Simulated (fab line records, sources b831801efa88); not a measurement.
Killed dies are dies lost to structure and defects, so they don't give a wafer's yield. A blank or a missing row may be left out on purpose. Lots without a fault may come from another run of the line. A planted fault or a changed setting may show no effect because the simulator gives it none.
Which tool did it? | flow gf180mcu | 11 lots, 33 wafers sampled, at 4 steps of a route of 602

WHAT THE GAUGES READ, wafer by wafer
GF_PASSIVATION_THK_MEAS_01.
lot  | measured     | on            | PASSIVATION_CVD_00_THK (nm)
L861 | day 28 12:34 | film_metro-04 | 984 996 1007
L864 | day 29 08:14 | film_metro-03 | 996 1004 1016
L867 | day 30 03:51 | film_metro-01 | 984 1009 1005
L870 | day 31 00:31 | film_metro-04 | 995 1005 1000
L871 | day 31 05:04 | film_metro-04 | 1002 984 1004
L873 | day 31 18:10 | film_metro-03 | 975 995 1007
L875 | day 32 08:58 | film_metro-01 | 988 1016 999
L876 | day 32 10:37 | film_metro-03 | 987 999 1006
L877 | day 32 16:52 | film_metro-04 | 1011 1006 1032
L882 | day 33 20:38 | film_metro-01 | 1102 1102 1116
L884 | day 34 07:16 | film_metro-01 | 1114 1120 1130

WHICH TOOL RAN EACH LOT (tool, then ch and the chambers of the sampled wafers, then the start)
lot  | GF_V5_SPUTTER_22             | GF_TOP_METAL_SPUTTER_01      | GF_PASSIVATION_CVD_00
L861 | pvd_sputter-01, day 27 14:02 | pvd_sputter-04, day 27 14:46 | pecvd-03 ch 0,1,2, day 28 12:28
L864 | pvd_sputter-01, day 28 11:52 | pvd_sputter-01, day 28 12:36 | pecvd-03 ch 0,1, day 29 08:09
L867 | pvd_sputter-03, day 29 06:30 | pvd_sputter-02, day 29 07:14 | pecvd-04 ch 0,2, day 30 03:45
L870 | pvd_sputter-01, day 30 04:22 | pvd_sputter-01, day 30 05:10 | pecvd-03 ch 0,1,2, day 31 00:27
L871 | pvd_sputter-03, day 30 09:47 | pvd_sputter-04, day 30 10:31 | pecvd-02 ch 0,1, day 31 05:00
L873 | pvd_sputter-02, day 30 21:54 | pvd_sputter-01, day 30 22:38 | pecvd-02 ch 0,1,2, day 31 18:05
L875 | pvd_sputter-02, day 31 14:01 | pvd_sputter-02, day 31 14:45 | pecvd-04 ch 0,1,2, day 32 08:52
L876 | pvd_sputter-02, day 31 16:27 | pvd_sputter-04, day 31 17:11 | pecvd-03 ch 1,2, day 32 10:31
L877 | pvd_sputter-03, day 31 22:37 | pvd_sputter-01, day 31 23:21 | pecvd-03 ch 1,2, day 32 16:47
L882 | pvd_sputter-02, day 33 03:27 | pvd_sputter-04, day 33 04:11 | pecvd-02 ch 1,2, day 33 20:33
L884 | pvd_sputter-03, day 33 14:10 | pvd_sputter-02, day 33 14:54 | pecvd-02 ch 1,2, day 34 07:11
- GF_V5_SPUTTER_22: material TiN, target thk 10 nm, time 40 s.
- GF_TOP_METAL_SPUTTER_01: material TiN, target thk 30 nm, time 25 s.
- GF_PASSIVATION_CVD_00: deposits SiO2 from TEOS, target thk 1000 nm, time 111.95 s.

THE ANSWER, worked out from the rows above alone
Rule: what is usual is taken from the lots themselves. Put in order of their means at a reading, lots are off if they are a third of the lots or fewer, leave a main group of 4 or more, and stand apart from it by a gap of 3 or more times the standard deviation of the main group's means; of several such gaps the widest counts. A main group whose means are all the same, to the digits that the tables above print for the reading, isn't used. A lot without any number at a reading at which 4 lots or more have one is off too. The other lots that the step has rows for count as sound.
Off: L882, L884, at GF_PASSIVATION_THK_MEAS_01 (PASSIVATION_CVD_00_THK). The main group: mean 1000 nm, standard deviation 6.6.
A tool fits if, at a process step before that reading, it ran every lot that is off, and no sound lot after the first of them. The gauges at GF_PASSIVATION_THK_MEAS_01 are tried like those tools. Can't be told from this: 2 tools fit, pecvd-02 at GF_PASSIVATION_CVD_00, film_metro-01 at GF_PASSIVATION_THK_MEAS_01.

WHAT THE SIMULATOR HAD PUT IN
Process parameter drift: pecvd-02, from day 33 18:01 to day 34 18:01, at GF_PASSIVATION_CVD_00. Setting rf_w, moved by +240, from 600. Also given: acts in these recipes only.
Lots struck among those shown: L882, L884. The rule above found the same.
